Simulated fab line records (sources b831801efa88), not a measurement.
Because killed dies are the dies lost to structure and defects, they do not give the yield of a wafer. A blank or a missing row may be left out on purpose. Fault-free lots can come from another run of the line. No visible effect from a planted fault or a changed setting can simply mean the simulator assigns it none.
fab line records	flow sfqLine
[record] lots = 5	wafers = 15	lastDay = 85
route steps=325 shown I6@270 M7@281 I7@296 M8@311
lots that met no fault: taken from a fault-free run of the same line
startH: the number of hours between the record's first day and the start of the first shown wafer of the lot	waitH: hours since the lot's step before	" unchanged from the row above	L1.1+2: a row that stands for several wafers	- either no value or no given start	* or withheld: withheld	< > ~ a bound
route shown NAME@n: names a module that has steps shown in the file, with the first one's number in the route	usual: mean/standard deviation of fault-free wafers	same: alike in all rows	chamber/n: place in a boat	sites: the reading at each site	_std_site: their standard deviation	_edge_site: inner sites' mean taken away from outer sites' mean	radiusMm: for every site, how far away it sits from the centre of the wafer	mask NAME#n: copy n	behind: the most recent tool/chamber to have shaped the wafer	hold: what put the lot on hold/how long, in hours/how the hold closed	device: whichever transistor did not switch (one of n, p or np)	end of line: the same wafers' tests at the end of the route	a step without rows: its recipe alone	killed: the dies lost at the first sort to structure and to defects; this is not the yield of the wafer	map: the dies of a wafer, with x for killed, . for not killed, _ for no die there
set.NAME: the setting that was run; set.NAME@STEP: the one run at that earlier step	model.NAME: the simulator's own value behind a step, which no gauge read
a table for each step, a row for each wafer; lots at some steps of the route
services: the hour from which a tool's chamber was out of use, counted from the record's first day as startH (under 0 if before that day), plus the number of hours and why
[[steps]]
[step SFQ_TRILAYER_I6_VIA_LITHO_COAT_174]
[recipe] resist = BARC	spinRpm = 3000	resistThkNm = 62
[step SFQ_TRILAYER_I6_VIA_LITHO_COAT_169]
[recipe] resist = KrF	spinRpm = 3000	resistThkNm = 650
[step SFQ_TRILAYER_I6_VIA_LITHO_SOFTBAKE_173]
[recipe] tempC = withheld	timeS = withheld	resist = KrF
[step SFQ_TRILAYER_I6_VIA_LITHO_EXPOSE_170]
[recipe] maskId = I6	na = 0.6	sourceShape = conventional	sigmaOuter = 0.65	targetCdNm = 700	doseMj = 21.3
[step SFQ_TRILAYER_I6_VIA_LITHO_PEB_172]
[recipe] pebTempC = 115	pebTimeS = 58.87	resist = KrF
[step SFQ_TRILAYER_I6_VIA_LITHO_DEVELOP_171]
[recipe] timeS = 60	resist = KrF
[step SFQ_I6_OVL_MEAS_942]
[usual] I6_OVL = -1/4.7
lot.wafer	tool	chamber	startH	waitH	I6_OVL[nm]
L880.1	overlay-01	-	1821.33	0.1	3
L880.5	"	-	"	"	-3
L880.6	"	-	"	"	-4
L882.3	overlay-01	-	1830.94	0.1	10
L882.4	"	-	"	"	4
L882.5	"	-	"	"	6
L885.4	overlay-02	-	1896.76	0.1	2
L885.5	"	-	"	"	-2
L885.6	"	-	"	"	-6
L894.1	overlay-01	-	1938.74	0.1	2
L894.5	"	-	"	"	1
L894.6	"	-	"	"	-4
L895.1	overlay-01	-	1945.72	0.1	-8
L895.3	"	-	"	"	-1
L895.4	"	-	"	"	-7
[step SFQ_TRILAYER_I6_VIA_BARC_OPEN_VIA_ETCH_235]
[recipe] maskMaterial = PR	chemistry = O2	targetDepthNm = 125	target = BARC	sourceW = 500	biasW = 80	pressureMtorr = 30	timeS = 41.7
[step SFQ_TRILAYER_I6_VIA_ETCH_VIA_ETCH_172]
[recipe] target = SiO2	stopOn = Nb	maskMaterial = PR	taperDeg = 20	chemistry = CHF3	targetDepthNm = 260	sourceW = 500	biasW = 80	pressureMtorr = 30	timeS = withheld
[usual] drypumpMotorCurrentA = 5.9/0.45	oesProductAu = 0.855/0.0049
lot.wafer	tool	chamber	startH	waitH	drypumpMotorCurrentA	oesProductAu
L880.1	rieDiel-04	3	1821.41	0.0	5.9	0.859
L880.5	"	1	"	"	5.4	0.855
L880.6	"	2	"	"	5.9	0.854
L882.3	rieDiel-02	1	1831.01	0.0	6.4	0.858
L882.4	"	2	"	"	5.0	0.860
L882.5	"	2	"	"	5.0	0.850
L885.4	rieDiel-01	0	1896.81	0.0	6.8	0.859
L885.5	"	2	"	"	5.5	0.848
L885.6	"	3	"	"	5.8	0.843
L894.1	rieDiel-01	1	1938.81	0.0	6.3	0.861
L894.5	"	0	"	"	6.8	0.860
L894.6	"	3	"	"	5.8	0.861
L895.1	rieDiel-01	2	1945.79	0.0	5.5	0.849
L895.3	"	3	"	"	5.8	0.850
L895.4	"	0	"	"	6.8	0.858
[step SFQ_TRILAYER_I6_VIA_STRIP_STRIP_173]
[recipe] gas = O2	powerW = 200	platenTempC = 40	overashFraction = 0.65	chemistry = O2	pressureMtorr = 50
[step SFQ_TRILAYER_I6_VIA_STRIP_SOLV_CLEAN_174]
[recipe] chemistry = NMP	tempC = 70	timeS = 600
[step SFQ_TRILAYER_M7_DEP_PRE_CLEAN_176]
[recipe] gas = Ar	timeS = 22.5	biasV = 250
[step SFQ_TRILAYER_M7_DEP_SPUTTER_175]
[recipe] material = Nb	basePressurePa = 1.33e-06	chamberPressurePa = 0.1333	substrateTempC = 20	targetThkNm = 200	powerW = 2000	timeS = 133.3
[usual] cathodeDcPowerW = 2000.1/0.4	throttleValvePct = 29.6/1.2
lot.wafer	tool	chamber	startH	waitH	cathodeDcPowerW	throttleValvePct	model.Nb_of_TRILAYER_M7_DEP_SPUTTER_175.thkNm
L880.1	pvdSputter-06	-	1822.32	0.0	2000.3	28.8	198.3
L880.5	"	-	"	"	2001.0	30.3	197.9
L880.6	"	-	"	"	1999.4	28.2	196.4
L882.3	pvdSputter-03	-	1831.92	0.0	1999.6	29.8	199.9
L882.4	"	-	"	"	2000.1	27.6	201.4
L882.5	"	-	"	"	1999.7	30.1	202.4
L885.4	pvdSputter-05	-	1897.73	0.0	1999.5	30.3	200.3
L885.5	"	-	"	"	2000.0	30.4	199.4
L885.6	"	-	"	"	1999.7	31.3	203.6
L894.1	pvdSputter-05	-	1939.73	0.0	1999.9	28.2	202.9
L894.5	"	-	"	"	2000.4	30.3	201.1
L894.6	"	-	"	"	2088.3	30.4	208.5
L895.1	pvdSputter-06	-	1946.71	0.0	2000.6	30.4	200.8
L895.3	"	-	"	"	1999.8	29.3	201.5
L895.4	"	-	"	"	2000.1	28.7	200.5
[step SFQ_M7_RS_MEAS_943]
[recipe] thkMeasGauge = four-point-probe	reads = Nb_of_TRILAYER_M7_DEP_SPUTTER_175
[usual] M7_NB_RS = 0.891/0.0071
lot.wafer	tool	chamber	startH	waitH	M7_NB_RS[ohm/sq]
L880.1	filmMetro-03	-	1822.41	0.0	0.899
L880.5	"	-	"	"	0.899
L880.6	"	-	"	"	0.905
L882.3	filmMetro-04	-	1832.05	0.1	0.892
L882.4	"	-	"	"	0.886
L882.5	"	-	"	"	0.880
L885.4	filmMetro-03	-	1897.90	0.1	0.889
L885.5	"	-	"	"	0.894
L885.6	"	-	"	"	0.876
L894.1	filmMetro-03	-	1939.82	0.0	0.876
L894.5	"	-	"	"	0.885
L894.6	"	-	"	"	0.854
L895.1	filmMetro-04	-	1946.80	0.0	0.886
L895.3	"	-	"	"	0.885
L895.4	"	-	"	"	0.888
[step SFQ_TRILAYER_M7_LITHO_COAT_182]
[recipe] resist = BARC	spinRpm = 3000	resistThkNm = 62
[step SFQ_TRILAYER_M7_LITHO_COAT_177]
[recipe] resist = KrF	spinRpm = 3000	resistThkNm = 600
[step SFQ_TRILAYER_M7_LITHO_SOFTBAKE_181]
[recipe] tempC = withheld	timeS = withheld	resist = KrF
[step SFQ_TRILAYER_M7_LITHO_EXPOSE_178]
[recipe] maskId = M7	na = 0.6	sourceShape = conventional	sigmaOuter = 0.65	targetCdNm = 500	doseMj = 14.4
[step SFQ_TRILAYER_M7_LITHO_PEB_180]
[recipe] pebTempC = 115	pebTimeS = 60	resist = KrF
[step SFQ_TRILAYER_M7_LITHO_DEVELOP_179]
[recipe] timeS = 60	resist = KrF
[step SFQ_M7_OVL_MEAS_945]
[usual] M7_OVL = 1/5.2
lot.wafer	tool	chamber	startH	waitH	M7_OVL[nm]
L880.1	overlay-02	-	1824.97	0.1	-7
L880.5	"	-	"	"	-7
L880.6	"	-	"	"	0
L882.3	overlay-02	-	1834.71	0.1	2
L882.4	"	-	"	"	2
L882.5	"	-	"	"	4
L885.4	overlay-02	-	1900.28	0.1	-7
L885.5	"	-	"	"	-3
L885.6	"	-	"	"	-9
L894.1	overlay-02	-	1947.22	0.1	4
L894.5	"	-	"	"	8
L894.6	"	-	"	"	7
L895.1	overlay-02	-	1949.23	0.1	1
L895.3	"	-	"	"	3
L895.4	"	-	"	"	4
[step SFQ_TRILAYER_M7_BARC_OPEN_METAL_ETCH_229]
[recipe] maskMaterial = PR	chemistry = O2	targetDepthNm = 125	target = BARC	icpW = 600	biasW = 77.27	pressureMtorr = 10	timeS = 41.7
[usual] drypumpMotorCurrentA = 5.7/0.61	oesProductAu = 0.685/0.005
lot.wafer	tool	chamber	startH	waitH	drypumpMotorCurrentA	oesProductAu	rfHoursCounterH
L880.1	rieMetal-03	0	1825.00	0.0	6.6	0.681	39
L880.5	"	1	"	"	6.1	0.685	-
L880.6	"	0	"	"	6.6	0.681	-
L882.3	rieMetal-04	0	1834.75	0.0	4.8	0.682	-
L882.4	"	1	"	"	5.7	0.686	-
L882.5	"	0	"	"	4.8	0.683	-
L885.4	rieMetal-04	1	1900.32	0.0	5.8	0.688	-
L885.5	"	1	"	"	5.8	0.686	-
L885.6	"	0	"	"	4.8	0.682	-
L894.1	rieMetal-01	0	1947.25	0.0	5.3	0.680	19
L894.5	"	0	"	"	5.3	0.684	-
L894.6	"	1	"	"	6.2	0.690	-
L895.1	rieMetal-04	0	1949.26	0.0	4.8	0.673	138
L895.3	"	1	"	"	5.8	0.690	-
L895.4	"	0	"	"	4.8	0.691	-
[step SFQ_TRILAYER_M7_ETCH_METAL_ETCH_180]
[recipe] target = Nb	stopOn = SiO2	maskMaterial = PR	chemistry = Cl2/Ar	targetDepthNm = 240	icpW = 600	biasW = 80	pressureMtorr = 10	timeS = 120
[usual] drypumpMotorCurrentA = 5.7/0.61	oesProductAu = 0.894/0.0058
lot.wafer	tool	chamber	startH	waitH	drypumpMotorCurrentA	oesProductAu	rfHoursCounterH	model.M7.featureDepthNm	model.etch.depthNm
L880.1	rieMetal-03	0	1825.06	0.0	6.6	0.883	39	198.3	198.3
L880.5	"	1	"	"	6.1	0.891	-	197.9	197.9
L880.6	"	0	"	"	6.7	0.884	-	196.4	196.4
L882.3	rieMetal-04	0	1834.83	0.1	4.8	0.894	-	199.9	199.9
L882.4	"	1	"	"	5.8	0.894	-	201.4	201.4
L882.5	"	0	"	"	4.8	0.899	-	202.4	202.4
L885.4	rieMetal-04	1	1900.40	0.1	5.7	0.891	-	200.3	200.3
L885.5	"	1	"	"	5.8	0.890	-	199.4	199.4
L885.6	"	0	"	"	4.8	0.900	-	203.6	203.6
L894.1	rieMetal-01	0	1947.31	0.0	5.3	0.896	19	202.9	202.9
L894.5	"	0	"	"	5.3	0.901	-	201.1	201.1
L894.6	"	1	"	"	6.2	0.916	-	208.5	208.5
L895.1	rieMetal-04	0	1949.32	0.0	4.8	0.891	138	200.8	200.8
L895.3	"	1	"	"	5.8	0.891	-	201.5	201.5
L895.4	"	0	"	"	4.8	0.897	-	200.5	200.5
[step SFQ_TRILAYER_M7_STRIP_STRIP_181]
[recipe] gas = O2	powerW = 200	platenTempC = 40	overashFraction = 0.65	chemistry = O2	pressureMtorr = 50
[usual] drypumpMotorCurrentA = 5.7/0.61	oesProductAu = 1.002/0.0079
lot.wafer	tool	chamber	startH	waitH	drypumpMotorCurrentA	oesProductAu	rfHoursCounterH
L880.1	rieMetal-03	0	1825.19	0.1	6.6	0.999	39
L880.5	"	1	"	"	6.1	1.004	-
L880.6	"	0	"	"	6.6	0.995	-
L882.3	rieMetal-04	0	1835.11	0.2	4.8	1.004	-
L882.4	"	1	"	"	5.8	0.991	-
L882.5	"	0	"	"	4.8	1.005	-
L885.4	rieMetal-04	1	1900.69	0.2	5.8	0.995	-
L885.5	"	1	"	"	5.8	1.005	-
L885.6	"	0	"	"	4.8	1.009	-
L894.1	rieMetal-01	0	1947.44	0.1	5.3	1.004	20
L894.5	"	0	"	"	5.3	1.003	-
L894.6	"	1	"	"	6.2	1.010	-
L895.1	rieMetal-04	0	1949.45	0.1	4.8	1.009	138
L895.3	"	1	"	"	5.8	1.005	-
L895.4	"	0	"	"	4.8	1.001	-
[step SFQ_TRILAYER_M7_STRIP_SOLV_CLEAN_182]
[recipe] chemistry = NMP	tempC = 70	timeS = 600
[step SFQ_TRILAYER_I7_DEP_PECVD_183]
[recipe] material = SiO2	tempC = 150	timeS = 111.11	pressureTorr = 2.4	rfW = 183.3	precursor = SiH4/N2O	targetThkNm = 500
[step SFQ_TRILAYER_I7_CMP_CMP_184]
[recipe] material = SiO2	downForcePsi = 3	platenRpm = 60	padVelocityMS = 0.94248
[usual] motorCurrentA = 10.5/1.2	timeToEndpointS = 214/6.2
lot.wafer	tool	chamber	startH	waitH	motorCurrentA	timeToEndpointS
L880.1	cmp-01	1	1826.98	1.0	9.9	209
L880.6	"	0	1828.48	2.4	10.8	206
L880.5	"	1	"	"	9.6	205
L882.3	cmp-02	3	1835.77	0.0	12.3	210
L882.4	"	0	"	"	10.4	211
L882.5	"	3	1837.77	2.0	11.8	211
L885.4	cmp-01	2	1901.84	0.5	8.0	219
L885.6	"	1	1903.34	2.0	10.3	211
L885.5	"	2	"	"	7.9	217
L894.1	cmp-02	3	1948.79	0.5	12.6	203
L894.5	"	2	1950.29	2.0	10.9	215
L894.6	"	3	"	"	11.9	212
L895.4	cmp-02	0	1951.29	1.0	9.8	218
L895.3	"	2	1952.29	2.0	10.1	212
L895.1	"	3	"	"	11.9	207
[step SFQ_I7_BOW_MEAS_946]
[recipe] mode = bow
[usual] I7_BOW = 4/11
lot.wafer	tool	chamber	startH	waitH	I7_BOW[um]
L880.1	filmMetro-02	-	1829.48	2.0	10
L880.5	"	-	"	"	6
L880.6	"	-	"	"	11
L882.3	filmMetro-02	-	1838.81	2.5	-11
L882.4	"	-	"	"	-21
L882.5	"	-	"	"	-19
L885.4	filmMetro-03	-	1904.40	2.1	-1
L885.5	"	-	"	"	9
L885.6	"	-	"	"	3
L894.1	filmMetro-04	-	1951.29	2.0	6
L894.5	"	-	"	"	6
L894.6	"	-	"	"	5
L895.1	filmMetro-02	-	1954.29	1.0	-8
L895.3	"	-	"	"	2
L895.4	"	-	"	"	11
[step SFQ_TRILAYER_I7_METRO_MEASURE_185]
[step SFQ_TRILAYER_I7_VIA_LITHO_COAT_192]
[recipe] resist = BARC	spinRpm = 2952	resistThkNm = 62
[step SFQ_TRILAYER_I7_VIA_LITHO_COAT_187]
[recipe] resist = KrF	spinRpm = 3000	resistThkNm = 650
[step SFQ_TRILAYER_I7_VIA_LITHO_SOFTBAKE_191]
[recipe] tempC = withheld	timeS = withheld	resist = KrF
[step SFQ_TRILAYER_I7_VIA_LITHO_EXPOSE_188]
[recipe] maskId = I7	na = 0.6	sourceShape = conventional	sigmaOuter = 0.65	targetCdNm = 1000	doseMj = 21.3
[step SFQ_TRILAYER_I7_VIA_LITHO_PEB_190]
[recipe] pebTempC = 115	pebTimeS = 60	resist = KrF
[step SFQ_TRILAYER_I7_VIA_LITHO_DEVELOP_189]
[recipe] timeS = 60	resist = KrF
[step SFQ_I7_OVL_MEAS_947]
[usual] I7_OVL = 1/5.4
lot.wafer	tool	chamber	startH	waitH	I7_OVL[nm]
L880.1	overlay-02	-	1833.49	0.1	0
L880.5	"	-	"	"	-5
L880.6	"	-	"	"	0
L882.3	overlay-02	-	1842.35	0.1	0
L882.4	"	-	"	"	-4
L882.5	"	-	"	"	6
L885.4	overlay-01	-	1908.43	0.1	3
L885.5	"	-	"	"	-5
L885.6	"	-	"	"	6
L894.1	overlay-01	-	2040.59	0.1	-4
L894.5	"	-	"	"	-8
L894.6	"	-	"	"	-8
L895.1	overlay-02	-	2042.99	0.1	2
L895.3	"	-	"	"	5
L895.4	"	-	"	"	1
[step SFQ_TRILAYER_I7_VIA_BARC_OPEN_VIA_ETCH_260]
[recipe] maskMaterial = PR	chemistry = O2	targetDepthNm = 125	target = BARC	sourceW = 500	biasW = 80	pressureMtorr = 30	timeS = 41.7
[usual] drypumpMotorCurrentA = 6.1/0.35	oesProductAu = 0.687/0.0045
lot.wafer	tool	chamber	startH	waitH	drypumpMotorCurrentA	oesProductAu	rfHoursCounterH
L880.1	rieDiel-03	0	1833.53	0.0	6.1	0.687	1
L880.5	"	1	"	"	6.2	0.690	-
L880.6	"	2	"	"	5.8	0.680	-
L882.3	rieDiel-03	3	1842.37	0.0	6.3	0.685	18
L882.4	"	0	"	"	6.1	0.687	1
L882.5	"	0	"	"	6.1	0.690	-
L885.4	rieDiel-04	1	1908.47	0.0	5.5	0.694	-
L885.5	"	0	"	"	6.2	0.685	-
L885.6	"	3	"	"	5.9	0.687	-
L894.1	rieDiel-01	0	2040.62	0.0	6.7	0.689	17
L894.5	"	1	"	"	6.4	0.681	-
L894.6	"	0	"	"	6.7	0.681	-
L895.1	rieDiel-03	0	2043.02	0.0	6.1	0.695	5
L895.3	"	2	"	"	5.8	0.684	17
L895.4	"	1	"	"	6.2	0.687	5
[step SFQ_TRILAYER_I7_VIA_ETCH_VIA_ETCH_190]
[recipe] target = SiO2	stopOn = Nb	maskMaterial = PR	taperDeg = 20	chemistry = CHF3	targetDepthNm = 260	sourceW = 500	biasW = 80	pressureMtorr = 30	timeS = withheld
[step SFQ_TRILAYER_I7_VIA_STRIP_STRIP_191]
[recipe] gas = O2	powerW = 200	platenTempC = 40	overashFraction = 0.65	chemistry = O2	pressureMtorr = 50
[step SFQ_TRILAYER_I7_VIA_STRIP_SOLV_CLEAN_192]
[recipe] chemistry = NMP	tempC = 70	timeS = 600
[step SFQ_TRILAYER_M8_LITHO_LOR_COAT_197]
[recipe] resist = lift-off	spinRpm = 3000
[step SFQ_M8_BOW_MEAS_951]
[recipe] mode = bow
[usual] M8_BOW = 5/11
lot.wafer	tool	chamber	startH	waitH	M8_BOW[um]	model.etest.m7.ohmUm	model.etest.i6.linkOhm	model.etest.i7.linkOhm	model.etest.m7.ohmSq
L880.1	filmMetro-02	-	1938.66	0.0	9	1.799	1.878	1.055	0.898
L880.5	"	-	"	"	6	1.8	1.884	1.058	0.9002
L880.6	"	-	"	"	12	1.818	1.893	1.064	0.9067
L882.3	filmMetro-04	-	1948.08	0.0	-11	1.786	1.859	1.046	0.8908
L882.4	"	-	"	"	-20	1.776	1.856	1.042	0.8845
L882.5	"	-	"	"	-19	1.764	1.848	1.034	0.8798
L885.4	filmMetro-01	-	2003.00	0.1	-1	1.785	1.873	1.047	0.8891
L885.5	"	-	"	"	10	1.794	1.876	1.051	0.8931
L885.6	"	-	"	"	2	1.758	1.864	1.033	0.8749
L894.1	filmMetro-01	-	2045.48	0.0	8	1.75	1.883	1.032	0.8778
L894.5	"	-	"	"	9	1.766	1.905	1.042	0.8859
L894.6	"	-	"	"	7	1.702	1.861	1.009	0.8542
L895.1	filmMetro-04	-	2047.88	0.0	-7	1.78	1.863	1.044	0.8868
L895.3	"	-	"	"	1	1.782	1.867	1.039	0.8839
L895.4	"	-	"	"	10	1.782	1.876	1.045	0.8885
[[services]]
tool	chamber	startH	hours	kind
rieDiel-01	-	1808.27	0.2	repair
rieDiel-04	0	1811.80	15.2	repair
cmp-02	-	1820.23	4.1	repair
rieDiel-01	-	1831.31	2.8	pm
rieMetal-03	-	1851.29	4.3	pm
pvdSputter-06	-	1855.32	1.7	repair
rieDiel-03	2	1865.63	3.1	repair
rieDiel-03	0	1867.66	8.4	repair
rieDiel-01	-	1882.72	0.3	repair
rieDiel-03	-	1887.64	0.6	repair
rieDiel-04	3	1893.49	14.4	repair
rieDiel-01	0	1897.74	16.8	repair
cmp-01	-	1904.34	10.0	pm
rieDiel-04	2	1907.70	5.7	repair
rieMetal-03	-	1915.13	1.9	repair
rieDiel-04	1	1936.73	22.7	repair
cmp-02	-	1943.81	4.0	pm
rieDiel-01	-	1956.08	0.6	repair
cmp-02	-	1979.79	3.8	repair
rieMetal-01	-	1984.82	0.5	repair
cmp-02	-	1988.24	1.5	repair
rieMetal-03	0	1992.52	16.4	repair
rieMetal-03	1	2005.58	13.6	repair
rieDiel-03	-	2013.54	1.3	repair
[[key]]
[firstSign] step = SFQ_TRILAYER_M7_DEP_SPUTTER_175	reading = cathodeDcPowerW	direction = up	sigmas = 99+	usual = 2000.1	struck = 2088.3
[effect] step = SFQ_M7_RS_MEAS_943	reading = M7_NB_RS	direction = down	sigmas = 5.2	usual = 0.891	struck = 0.854
[effect] step = SFQ_TRILAYER_M7_ETCH_METAL_ETCH_180	reading = oesProductAu	direction = up	sigmas = 3.7	usual = 0.894	struck = 0.916
[modelEffect] step = SFQ_TRILAYER_M7_DEP_SPUTTER_175	value = Nb_of_TRILAYER_M7_DEP_SPUTTER_175.thkNm	without = 199.7	struck = 208.5
[modelEffect] step = SFQ_TRILAYER_M7_ETCH_METAL_ETCH_180	value = M7.featureDepthNm	without = 199.7	struck = 208.5
[modelEffect] step = SFQ_M8_BOW_MEAS_951	value = etest.m7.ohmUm	without = 1.778	struck = 1.702
metAt SFQ_TRILAYER_M7_DEP_SPUTTER_175
struckWafers L894.6
onsetBetween 1897.73 1939.73
[fault] kind = processParameterDrift	tool = pvdSputter-05	chamber = -	onsetH = 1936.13	steps = SFQ_TRILAYER_M7_DEP_SPUTTER_175	channel = powerW	offset = 88.432	shape = step	endH = 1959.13	actsIn = theseRecipesOnly	stated = 2000	scope = struckWafersOnly
